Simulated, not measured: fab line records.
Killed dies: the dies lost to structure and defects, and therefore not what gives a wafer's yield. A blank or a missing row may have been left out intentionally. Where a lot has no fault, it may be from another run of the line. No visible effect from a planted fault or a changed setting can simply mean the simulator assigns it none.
Chamber matching -- flow gf180mcu -- 4 sister chambers for GF_STI_CMP_25 on cmp-02
The step polishes, stops on Si3N4, t overpolish 33 s, target thk 524.6 nm. 4 wafers are shown with their chamber, then 8 later ones without.

## WAFERS WITH THEIR CHAMBER
wafer,chamber,motor-current-A (A)
L630.6,3,10.0
L634.3,1,11.4
L635.4,0,10.6
L635.6,2,11.4

## WAFERS MISSING THEIR CHAMBER
wafer,motor-current-A (A)
L636.2,10.4
L636.5,11.9
L636.6,10.1
L637.2,11.0
L637.3,10.5
L637.6,10.1
L639.1,11.5
L639.4,10.8

## WHICH CHAMBER EACH ONE RAN IN
wafer,from the rows above,in truth
L636.2,can't be placed: 0 or 3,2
L636.5,can't be placed: 1 or 2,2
L636.6,can't be placed: 3 or 0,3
L637.2,can't be placed: 0 or 1 or 2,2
L637.3,can't be placed: 0 or 3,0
L637.6,can't be placed: 3 or 0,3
L639.1,can't be placed: 1 or 2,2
L639.4,can't be placed: 0 or 1 or 2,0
0 of 8 placed correctly. Cannot be placed on the basis of these rows: 8; the candidates contain the true chamber in 7. Number placed wrongly: 0.
How it was worked out, from the rows above alone: a wafer's distance from a chamber is the root of the sum, over the readings, of the square of ((its reading less the chamber's mean) divided by the reading's scatter). If the next closest chamber is less than 2 further off than the closest, the wafer can't be placed; otherwise it belongs to the closest. A chamber's mean is the mean of its shown wafers. The scatter: root of mean squared gap, hidden wafer to nearest shown wafer, with one shown wafer a chamber.
